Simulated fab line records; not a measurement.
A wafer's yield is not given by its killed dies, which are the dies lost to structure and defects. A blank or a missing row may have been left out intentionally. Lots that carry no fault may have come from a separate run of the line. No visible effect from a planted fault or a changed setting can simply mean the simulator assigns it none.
fab line records	flow sky130
record lots=10	wafers=30	last_day=49
route steps=708 shown VIA2@521 METAL3@534 CAPM@538 VIA3@585 PAD_OPEN@708
lots that met no fault: from a run of the same line without faults
start_h: start of the lot's first displayed wafer, in hours after the record's first day	wait_h: hours elapsed since this lot's preceding step	" as in the row above	L1.1+2: a row that stands for several wafers	- no value, or no start was given	* or withheld: withheld	< > ~ a bound
route shown NAME@n: names a module that has steps shown in the file, with the first one's number in the route	usual: mean and standard deviation over wafers with no fault	same: alike in all rows	chamber/n: place in a boat	sites: readings site by site	_std_site: the standard deviation of these	_edge_site: outer sites' mean less inner sites'	radius_mm: how far each site lies from the wafer's centre	mask NAME#n: copy n	behind: the most recent tool/chamber to have shaped the wafer	hold: what put the lot on hold/how long, in hours/how the hold closed	device: the n, p or np transistor that did not switch	end of line: tests run on the same wafers once the route is complete	a step without rows: its recipe alone	killed: count of dies lost to structure and defects at first sort (not the wafer's yield)	map: dies across one wafer; x = killed, . = not, _ = none there
set.NAME: the setting that was run; set.NAME@STEP: the one run at that earlier step	model.NAME: the simulator's own value behind a step, which no gauge read
the route's steps for a sample of lots (tables are steps, rows are wafers)
services: when a tool's chamber went out of use (start_h, in hours from the record's first day, below 0 if earlier), for how many hours, and the reason
## steps
# step SKY_VIA2_ETCH_14
# recipe chemistry=N2/H2	target=BARC	ion_energy_ev=200	source_w=500	bias_w=100	pressure_mtorr=30	n2_flow_sccm=100	h2_flow_sccm=200	stop_on=SiO2	time_s=45.9	target_depth_a=600
# usual bias_w=100.00/0.27	drypump_motor_current_A=5.7/0.4	oes_product_au=0.855/0.0044	rf_fwd_power_W=495.2/1.7	throttle_valve_pct=13.225/0.01
lot.wafer	tool	chamber	start_h	wait_h	bias_w	drypump_motor_current_A	oes_product_au	rf_fwd_power_W	rf_hours_counter_h	throttle_valve_pct
L249.1	rie_diel-02	2	868.50	0.0	100.06	6.0	0.858	494.8	8	13.220
L249.4	"	0	"	"	99.98	5.8	0.853	496.7	5	13.226
L249.6	"	0	"	"	99.50	5.8	0.857	497.6	-	13.216
L250.2	rie_diel-02	1	870.16	0.0	99.93	6.3	0.859	495.8	11	13.223
L250.3	"	2	"	"	99.98	5.9	0.855	494.9	8	13.213
L250.6	"	2	"	"	99.97	6.0	0.858	494.3	-	13.232
L251.3	rie_diel-03	2	874.10	0.0	100.07	5.1	0.851	492.8	1	13.221
L251.4	"	3	"	"	100.02	5.1	0.840	495.3	8	13.233
L251.5	"	1	"	"	100.14	5.8	0.853	493.8	-	13.225
L252.1	rie_diel-02	1	883.40	0.0	99.98	6.3	0.851	497.0	11	13.223
L252.3	"	2	"	"	99.89	6.0	0.860	494.4	9	13.211
L252.5	"	1	"	"	99.64	6.3	0.853	495.6	-	13.218
L254.1	rie_diel-03	0	906.71	0.0	100.17	5.6	0.852	493.6	23	13.221
L254.2	"	3	"	"	99.74	5.1	0.858	496.8	9	13.223
L254.5	"	1	"	"	99.98	5.8	0.854	497.4	-	13.230
L255.4	rie_diel-03	2	916.95	0.0	99.64	5.1	0.860	492.0	2	13.222
L255.5	"	2	"	"	99.75	5.1	0.856	495.2	-	13.219
L255.6	"	1	"	"	100.18	5.8	0.854	494.8	-	13.215
L257.1	rie_diel-02	1	927.16	0.0	99.86	6.3	0.853	495.2	12	13.244
L257.2	"	0	"	"	99.93	5.9	0.862	494.3	7	13.230
L257.6	"	0	"	"	100.18	5.9	0.860	495.7	-	13.219
L256.1	rie_diel-03	1	934.16	0.0	100.16	5.8	0.861	494.0	20	13.200
L256.3	"	3	"	"	99.61	5.1	0.856	496.8	10	13.202
L256.5	"	0	"	"	99.72	5.7	0.860	494.1	-	13.232
L264.1	rie_diel-02	1	972.77	0.0	99.90	6.3	0.858	496.5	13	13.231
L264.5	"	1	"	"	100.13	6.3	0.855	496.3	-	13.230
L264.6	"	0	"	"	99.66	5.8	0.853	498.8	-	13.224
L267.2	rie_diel-03	3	988.41	0.0	100.56	5.1	0.856	495.7	12	13.235
L267.3	"	0	"	"	100.31	5.7	0.857	496.4	25	13.243
L267.5	"	1	"	"	100.61	5.8	0.861	496.3	-	13.217
# step SKY_METAL3_SPUTTER_02
# recipe material=AlCu	target_thk_nm=735	power_w=10600	time_s=39.1	chamber_pressure_pa=0.4
# usual throttle_valve_pct=29.3/1.2
lot.wafer	tool	chamber	start_h	wait_h	throttle_valve_pct
L249.1	pvd_sputter-02	-	869.94	0.0	29.0
L249.4	"	-	"	"	26.7
L249.6	"	-	"	"	29.2
L250.2	pvd_sputter-03	-	871.57	0.0	28.2
L250.3	"	-	"	"	29.7
L250.6	"	-	"	"	29.8
L251.3	pvd_sputter-02	-	875.57	0.0	29.4
L251.4	"	-	"	"	27.0
L251.5	"	-	"	"	29.3
L252.1	pvd_sputter-01	-	884.81	0.0	29.1
L252.3	"	-	"	"	28.3
L252.5	"	-	"	"	28.5
L254.1	pvd_sputter-03	-	908.53	0.0	30.8
L254.2	"	-	"	"	29.7
L254.5	"	-	"	"	29.2
L255.4	pvd_sputter-02	-	918.71	0.0	31.7
L255.5	"	-	"	"	26.8
L255.6	"	-	"	"	29.6
L257.1	pvd_sputter-02	-	928.57	0.0	29.3
L257.2	"	-	"	"	30.4
L257.6	"	-	"	"	31.7
L256.1	pvd_sputter-02	-	935.60	0.0	26.8
L256.3	"	-	"	"	31.6
L256.5	"	-	"	"	29.4
L264.1	pvd_sputter-02	-	974.33	0.0	29.5
L264.5	"	-	"	"	30.2
L264.6	"	-	"	"	31.5
L267.2	pvd_sputter-01	-	989.85	0.0	29.9
L267.3	"	-	"	"	28.4
L267.5	"	-	"	"	29.2
# step SKY_CAPM_THK_MEAS_01
# recipe reads=SiO2_of_CAPM_CVD_00
# usual CAPM_CVD_00_THK=15.54/0.22
lot.wafer	tool	chamber	start_h	wait_h	CAPM_CVD_00_THK[nm]
L249.1	film_metro-04	-	870.08	-	15.34
L249.4	"	-	"	"	15.41
L249.6	"	-	"	"	15.59
L250.2	film_metro-02	-	871.71	-	15.34
L250.3	"	-	"	"	14.91
L250.6	"	-	"	"	15.83
L251.3	film_metro-04	-	875.73	-	15.56
L251.4	"	-	"	"	15.80
L251.5	"	-	"	"	15.53
L252.1	film_metro-01	-	884.94	-	15.38
L252.3	"	-	"	"	15.34
L252.5	"	-	"	"	15.67
L254.1	film_metro-04	-	908.65	-	15.55
L254.2	"	-	"	"	15.41
L254.5	"	-	"	"	15.63
L255.4	film_metro-02	-	918.86	-	15.81
L255.5	"	-	"	"	15.77
L255.6	"	-	"	"	15.83
L257.1	film_metro-02	-	928.70	-	15.36
L257.2	"	-	"	"	15.52
L257.6	"	-	"	"	15.98
L256.1	film_metro-01	-	935.73	-	15.30
L256.3	"	-	"	"	15.45
L256.5	"	-	"	"	15.78
L264.1	film_metro-01	-	974.46	-	15.34
L264.5	"	-	"	"	15.65
L264.6	"	-	"	"	15.87
L267.2	film_metro-01	-	989.99	-	15.43
L267.3	"	-	"	"	15.39
L267.5	"	-	"	"	15.70
# step SKY_METAL3_METAL_ETCH_18
# recipe target_depth_a=8450	stop_on=SiO2	over_etch_frac=0.3	time_s=183.1	chemistry=Cl2/BCl3	resist_sidewall_deg=88	pressure_mtorr=10	icp_w=900	bias_w=48.5	Cl2_flow_sccm=60	bcl3_flow_sccm=30
# usual bcl3_flow_sccm=30.00/0.093	bias_w=48.50/0.14	drypump_motor_current_A=6.0/0.43	oes_product_au=0.868/0.0072	rf_fwd_power_W=896.7/2.9	throttle_valve_pct=22.264/0.0086
lot.wafer	tool	chamber	start_h	wait_h	bcl3_flow_sccm	bias_w	drypump_motor_current_A	oes_product_au	rf_fwd_power_W	rf_hours_counter_h	throttle_valve_pct
L249.1	rie_metal-01	0	919.12	0.0	30.00	48.66	5.7	0.876	897.1	9	22.267
L249.4	"	0	"	"	29.96	48.66	5.7	0.870	894.2	-	22.276
L249.6	"	0	"	"	30.02	48.65	5.7	0.868	898.0	-	22.261
L250.2	rie_metal-01	0	920.61	0.0	30.00	48.43	5.7	0.866	892.8	9	22.272
L250.3	"	0	"	"	30.00	48.52	5.7	0.856	893.2	-	22.261
L250.6	"	1	"	"	30.12	48.69	6.2	0.859	893.3	-	22.264
L251.3	rie_metal-03	1	924.89	0.1	30.02	48.48	6.3	0.868	896.9	-	22.266
L251.4	"	0	"	"	29.91	48.54	6.4	0.857	893.3	-	22.249
L251.5	"	1	"	"	30.01	48.67	6.2	0.856	896.0	-	22.262
L252.1	rie_metal-01	0	935.96	0.0	30.06	48.38	5.7	0.875	894.9	10	22.246
L252.3	"	1	"	"	30.14	48.69	6.2	0.869	894.9	-	22.265
L252.5	"	1	"	"	30.14	48.48	6.2	0.868	892.0	-	22.254
L254.1	rie_metal-01	1	956.81	0.0	30.03	48.45	6.1	0.862	893.2	4	22.255
L254.2	"	0	"	"	29.90	48.64	5.7	0.867	901.0	11	22.269
L254.5	"	1	"	"	29.92	48.59	6.2	0.865	893.1	-	22.252
L255.4	rie_metal-04	0	967.81	0.1	29.82	48.69	6.4	0.862	901.0	-	22.270
L255.5	"	1	"	"	30.04	48.53	5.2	0.868	897.8	-	22.271
L255.6	"	0	"	"	29.92	48.63	6.4	0.854	896.0	-	22.269
L257.1	rie_metal-03	0	976.11	0.0	29.92	48.45	6.4	0.878	896.9	10	22.256
L257.2	"	1	"	"	29.80	48.32	6.3	0.867	898.9	14	22.249
L257.6	"	1	"	"	29.84	48.44	6.3	0.871	895.7	-	22.271
L256.1	rie_metal-03	0	983.27	0.0	30.10	48.63	6.4	0.865	893.1	10	22.266
L256.3	"	1	"	"	29.91	48.64	6.3	0.859	899.1	-	22.266
L256.5	"	0	"	"	30.05	48.79	6.4	0.859	894.3	-	22.268
L264.1	rie_metal-01	1	1024.41	0.0	30.01	48.82	6.1	1.010	898.5	8	22.267
L264.5	"	0	"	"	30.12	48.60	5.7	0.863	894.4	-	22.256
L264.6	"	1	"	"	30.08	48.77	6.2	0.873	894.6	-	22.262
L267.2	rie_metal-04	0	1034.41	0.0	30.06	48.31	6.4	0.872	898.8	11	22.272
L267.3	"	1	"	"	29.90	48.50	5.2	0.873	896.5	-	22.268
L267.5	"	1	"	"	29.87	48.52	5.1	0.870	900.6	-	22.269
# step SKY_VIA3_CD_MEAS_12
# recipe target_cd_nm=200
# usual cd_nm=199.5/1.3
lot.wafer	tool	chamber	start_h	wait_h	cd_nm
L249.1	cd_sem-02	-	944.73	-	198.5
L249.4	"	-	"	"	199.7
L249.6	"	-	"	"	199.2
L250.2	cd_sem-02	-	945.40	-	196.8
L250.3	"	-	"	"	198.1
L250.6	"	-	"	"	197.7
L251.3	cd_sem-02	-	950.48	-	199.8
L251.4	"	-	"	"	200.6
L251.5	"	-	"	"	199.7
L252.1	cd_sem-02	-	961.32	-	200.1
L252.3	"	-	"	"	198.8
L252.5	"	-	"	"	200.1
L254.1	cd_sem-01	-	982.03	-	199.4
L254.2	"	-	"	"	200.3
L254.5	"	-	"	"	200.6
L255.4	cd_sem-01	-	992.98	-	197.5
L255.5	"	-	"	"	197.2
L255.6	"	-	"	"	198.2
L257.1	cd_sem-01	-	1000.93	-	200.5
L257.2	"	-	"	"	200.6
L257.6	"	-	"	"	201.8
L256.1	cd_sem-01	-	1006.24	-	196.4
L256.3	"	-	"	"	198.9
L256.5	"	-	"	"	197.7
L264.5	cd_sem-02	-	1048.70	-	198.3
L264.6	"	-	"	"	197.7
L267.2	cd_sem-02	-	1059.26	-	199.1
L267.3	"	-	"	"	199.4
L267.5	"	-	"	"	199.8
# step SKY_PAD_OPEN_PROBE_99
# usual defect_limited_yield=82.5/1.9	killed_at_M0_to_M3=43/7.2	killed_at_M4_up=3.1/1.8	killed_at_contacts=24/5.4	killed_at_front_end=15/4.4	killed_at_other=0.4/0.56	killed_dies=86/9.3	killed_on_rim=17/3.6	killed_open=47/6.9	killed_short=39/6.6	sort_bin_3_pad_short=0.9/0.43	sort_bin_5_function=10.4/1.5	sort_bin_6_memory=6.2/1.1	sort_n_pass=406/9.3	sort_yield_pct=82.5/1.9
# same gross_dies=492	killed_at_back_side=0	sort_bin_4_leakage[%]=0	sort_bin_8_speed[%]=0
lot.wafer	tool	chamber	start_h	wait_h	defect_limited_yield[%]	killed_at_M0_to_M3	killed_at_M4_up	killed_at_contacts	killed_at_front_end	killed_at_other	killed_dies	killed_on_rim	killed_open	killed_short	sort_bin_3_pad_short[%]	sort_bin_5_function[%]	sort_bin_6_memory[%]	sort_n_pass	sort_yield_pct[%]
L250.2	prober-02	-	1093.60	0.1	83.3	42	3	23	14	0	82	19	40	42	0.2	10.2	6.3	410	83.3
L250.3	prober-02	-	1093.65	0.2	83.9	42	4	20	13	0	79	19	36	43	0.6	10.6	4.9	413	83.9
L250.6	prober-02	-	1093.80	0.2	82.1	44	5	19	19	1	88	19	47	41	1.2	11.0	5.7	404	82.1
L251.3	prober-01	-	1095.42	0.2	79.5	50	5	25	20	1	101	20	59	42	0.8	12.2	7.5	391	79.5
L251.4	prober-01	-	1095.47	0.2	79.7	45	5	31	19	0	100	23	46	54	1.2	12.6	6.5	392	79.7
L251.5	prober-01	-	1095.52	0.2	80.5	52	4	21	19	0	96	17	48	48	1.8	12.0	5.7	396	80.5
L252.1	prober-02	-	1104.11	0.1	82.9	39	4	26	14	1	84	16	43	41	0.2	11.4	5.5	408	82.9
L252.3	prober-02	-	1104.21	0.2	85.0	50	0	11	13	0	74	16	40	34	1.2	7.9	5.9	418	85.0
L252.5	prober-02	-	1104.31	0.2	82.3	39	1	24	22	1	87	16	45	42	1.0	9.8	6.9	405	82.3
L254.1	prober-02	-	1121.07	0.1	81.7	39	5	25	21	0	90	13	51	39	1.4	10.8	6.1	402	81.7
L254.2	prober-02	-	1121.12	0.1	78.7	48	6	26	25	0	105	28	57	48	0.8	12.2	8.3	387	78.7
L254.5	prober-02	-	1121.27	0.2	81.5	46	1	24	20	0	91	15	52	39	1.0	10.6	6.9	401	81.5
L257.1	prober-02	-	1138.69	0.1	82.1	46	2	23	17	0	88	15	45	43	1.2	12.2	4.5	404	82.1
L257.2	prober-02	-	1138.74	0.1	82.1	43	2	30	13	0	88	18	52	36	0.8	9.8	7.3	404	82.1
L257.6	prober-02	-	1138.94	0.2	82.5	44	4	25	13	0	86	9	54	32	1.6	8.7	7.1	406	82.5
L256.1	prober-01	-	1142.17	0.1	85.2	34	1	22	15	1	73	18	46	27	0.8	9.3	4.7	419	85.2
L256.3	prober-01	-	1142.27	0.2	78.7	50	1	39	15	0	105	18	59	45	1.2	13.2	6.9	387	78.7
L256.5	prober-01	-	1142.37	0.2	79.9	45	6	40	8	0	99	25	58	40	0.6	13.4	6.1	393	79.9
L264.1	prober-02	-	1179.65	0.1	0	437	4	28	23	0	492	96	55	46	0.2	92.9	6.9	0	0
L264.5	prober-02	-	1179.85	0.2	82.3	46	3	27	11	0	87	15	52	35	1.0	9.6	7.1	405	82.3
L264.6	prober-02	-	1179.90	0.2	84.3	30	3	25	19	0	77	14	32	43	0.8	8.9	5.9	415	84.3
# killed by level:class
L250.2 CONTACT:geometric_particle:open=8 VIA2:geometric_particle:open=8 CONTACT:geometric_particle:short=7 VIA1:geometric_particle:open=7 VIA2:geometric_particle:short=5 METAL3:geometric_particle:short=5 POLY_GATE:geometric_particle:short=4 LI_CONTACT:geometric_particle:short=4
L250.3 VIA1:geometric_particle:open=9 CONTACT:geometric_particle:open=7 METAL3:geometric_particle:short=6 VIA2:geometric_particle:open=5 CONTACT:geometric_particle:short=5 METAL2:geometric_particle:short=5 POLY_GATE:geometric_particle:short=4 VIA1:geometric_particle:short=4
L250.6 CONTACT:geometric_particle:open=9 VIA1:geometric_particle:open=8 LI_CONTACT:geometric_particle:open=6 VIA3:geometric_particle:open=6 VIA1:geometric_particle:short=5 VIA2:geometric_particle:short=5 VIA2:geometric_particle:open=5 POLY_GATE:geometric_particle:open=4
L251.3 VIA1:geometric_particle:open=13 VIA2:geometric_particle:open=11 LI_CONTACT:geometric_particle:open=9 CONTACT:geometric_particle:open=7 POLY_GATE:geometric_particle:short=6 METAL1:geometric_particle:short=6 METAL2:geometric_particle:short=5 FIELD_ISO:geometric_particle:open=4
L251.4 CONTACT:geometric_particle:open=14 VIA1:geometric_particle:open=9 METAL3:geometric_particle:short=7 POLY_GATE:geometric_particle:short=6 CONTACT:geometric_particle:short=6 METAL1:geometric_particle:short=6 FIELD_ISO:geometric_particle:open=5 LI_CONTACT:geometric_particle:open=5
L251.5 VIA1:geometric_particle:open=11 VIA3:geometric_particle:open=9 CONTACT:geometric_particle:open=8 METAL1:geometric_particle:short=8 FIELD_ISO:geometric_particle:short=6 CONTACT:geometric_particle:short=6 VIA2:geometric_particle:open=6 POLY_GATE:geometric_particle:short=5
L252.1 LOCAL_INTERCONNECT:geometric_particle:short=7 CONTACT:geometric_particle:open=7 VIA2:geometric_particle:open=7 VIA1:geometric_particle:open=7 LI_CONTACT:geometric_particle:open=6 VIA3:geometric_particle:open=5 CONTACT:geometric_particle:short=4 VIA1:geometric_particle:short=4
L252.3 VIA1:geometric_particle:open=9 METAL1:geometric_particle:short=9 VIA2:geometric_particle:open=7 VIA3:geometric_particle:open=5 POLY_GATE:geometric_particle:short=4 VIA1:geometric_particle:short=4 METAL1:geometric_particle:open=4 POLY_GATE:geometric_particle:open=3
L252.5 VIA1:geometric_particle:open=10 CONTACT:geometric_particle:open=8 VIA3:geometric_particle:open=7 POLY_GATE:geometric_particle:short=6 LI_CONTACT:geometric_particle:open=6 FIELD_ISO:geometric_particle:short=5 METAL2:geometric_particle:short=5 FIELD_ISO:geometric_particle:open=4
L254.1 VIA1:geometric_particle:open=11 LI_CONTACT:geometric_particle:open=10 POLY_GATE:geometric_particle:short=7 CONTACT:geometric_particle:open=7 VIA3:geometric_particle:open=5 METAL2:geometric_particle:short=4 POLY_GATE:geometric_particle:open=4 METAL3:geometric_particle:short=4
L254.2 VIA1:geometric_particle:open=18 VIA1:geometric_particle:short=12 LI_CONTACT:geometric_particle:open=9 POLY_GATE:geometric_particle:open=8 CONTACT:geometric_particle:open=7 METAL4:geometric_particle:short=6 FIELD_ISO:geometric_particle:open=5 POLY_GATE:geometric_particle:short=5
L254.5 VIA1:geometric_particle:open=12 CONTACT:geometric_particle:open=9 VIA1:geometric_particle:short=8 VIA2:geometric_particle:open=6 CONTACT:geometric_particle:short=6 VIA3:geometric_particle:open=6 POLY_GATE:geometric_particle:open=5 FIELD_ISO:geometric_particle:short=4
L257.1 VIA1:geometric_particle:open=11 METAL1:geometric_particle:short=9 CONTACT:geometric_particle:open=7 FIELD_ISO:geometric_particle:short=6 LI_CONTACT:geometric_particle:open=6 CONTACT:geometric_particle:short=6 METAL2:geometric_particle:short=5 FIELD_ISO:geometric_particle:open=4
L257.2 VIA1:geometric_particle:open=14 LI_CONTACT:geometric_particle:open=13 CONTACT:geometric_particle:open=6 VIA1:geometric_particle:short=6 LOCAL_INTERCONNECT:geometric_particle:short=5 CONTACT:geometric_particle:short=5 METAL1:geometric_particle:short=4 METAL1:geometric_particle:open=4
L257.6 VIA1:geometric_particle:open=10 LI_CONTACT:geometric_particle:open=9 CONTACT:geometric_particle:open=9 VIA2:geometric_particle:open=8 METAL1:geometric_particle:short=6 METAL2:geometric_particle:short=5 VIA1:geometric_particle:short=5 FIELD_ISO:geometric_particle:short=4
L256.1 CONTACT:geometric_particle:open=9 VIA1:geometric_particle:open=8 LI_CONTACT:geometric_particle:open=7 VIA3:geometric_particle:open=6 METAL1:geometric_particle:short=5 FIELD_ISO:geometric_particle:open=4 POLY_CUT:geometric_particle:open=4 METAL2:geometric_particle:short=3
L256.3 LI_CONTACT:geometric_particle:open=12 CONTACT:geometric_particle:open=12 VIA1:geometric_particle:short=9 METAL2:geometric_particle:short=8 VIA2:geometric_particle:open=8 VIA3:geometric_particle:open=8 VIA1:geometric_particle:open=7 POLY_GATE:geometric_particle:open=5
L256.5 CONTACT:geometric_particle:open=18 VIA1:geometric_particle:open=12 LI_CONTACT:geometric_particle:open=8 CONTACT:geometric_particle:short=8 VIA3:geometric_particle:open=6 METAL2:geometric_particle:short=5 VIA2:geometric_particle:open=5 VIA2:geometric_particle:short=4
L264.1 METAL3:area_etch=391 CONTACT:geometric_particle:open=13 VIA1:geometric_particle:open=9 VIA2:geometric_particle:open=8 FIELD_ISO:geometric_particle:short=7 LI_CONTACT:geometric_particle:open=7 METAL1:geometric_particle:short=6 VIA1:geometric_particle:short=6
L264.5 CONTACT:geometric_particle:open=12 VIA1:geometric_particle:open=12 VIA1:geometric_particle:short=7 METAL2:geometric_particle:short=7 LI_CONTACT:geometric_particle:open=6 VIA2:geometric_particle:open=6 POLY_GATE:geometric_particle:open=5 LI_CONTACT:geometric_particle:short=4
L264.6 CONTACT:geometric_particle:open=6 FIELD_ISO:geometric_particle:short=5 LI_CONTACT:geometric_particle:short=5 LI_CONTACT:geometric_particle:open=5 LOCAL_INTERCONNECT:geometric_particle:short=5 METAL1:geometric_particle:short=5 VIA1:geometric_particle:open=5 POLY_GATE:geometric_particle:short=4
## services
tool	chamber	start_h	hours	kind
rie_diel-02	1	845.17	14.1	repair
pvd_sputter-03	-	851.53	0.9	repair
pvd_sputter-03	1	862.86	-	consumable_replace:kit
rie_metal-04	-	864.12	1.4	pm
rie_metal-01	1	868.50	-	clean
rie_metal-01	1	868.50	18.3	scheduled_down
rie_metal-01	1	868.50	18.3	vent_cycle
pvd_sputter-02	-	880.29	3.3	repair
rie_metal-04	-	893.39	0.3	repair
rie_diel-02	3	902.15	10.7	repair
rie_diel-03	1	909.01	7.3	repair
rie_diel-03	0	919.46	7.2	repair
rie_metal-04	1	932.46	22.2	repair
pvd_sputter-02	1	937.88	-	consumable_replace:kit
pvd_sputter-02	1	937.88	18.0	scheduled_down
pvd_sputter-02	1	937.88	18.0	vent_cycle
rie_metal-03	-	947.44	2.8	pm
rie_diel-03	2	947.79	2.4	repair
rie_diel-02	2	962.28	14.0	repair
rie_diel-03	1	996.79	3.9	repair
pvd_sputter-03	-	1003.82	0.9	repair
rie_metal-03	-	1005.45	28.1	pm
rie_metal-04	-	1007.60	1.9	repair
rie_diel-02	1	1015.69	13.7	repair
## key
first_sign step=SKY_METAL3_METAL_ETCH_18	reading=oes_product_au	direction=up	sigmas=20	usual=0.868	struck=1.010
effect step=SKY_PAD_OPEN_PROBE_99	reading=sort_bin_5_function	direction=up	sigmas=57	usual=10.4	struck=92.9
more_kills_born_at SKY_METAL3_METAL_ETCH_18@rie_metal-01=391
met_at SKY_METAL3_SPUTTER_02
struck_lots L264
struck_wafers L264.1
later_rows_left_out L264.1
not_acting_at SKY_VIA2_ETCH_14,SKY_CAPM_THK_MEAS_01,SKY_VIA3_CD_MEAS_12
onset_between 935.60 974.33
fault kind=process_parameter_drift	tool=pvd_sputter-02	chamber=-	onset_h=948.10	steps=SKY_METAL3_SPUTTER_02	channel=target_thk_nm	offset=655.06	shape=step	end_h=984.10	acts_in=these_recipes_only	stated=735	scope=struck_wafers_only
# later_rows_left_out: the simulator's readings of these wafers behind a module that went badly wrong aren't trusted and aren't shown, but for the sort
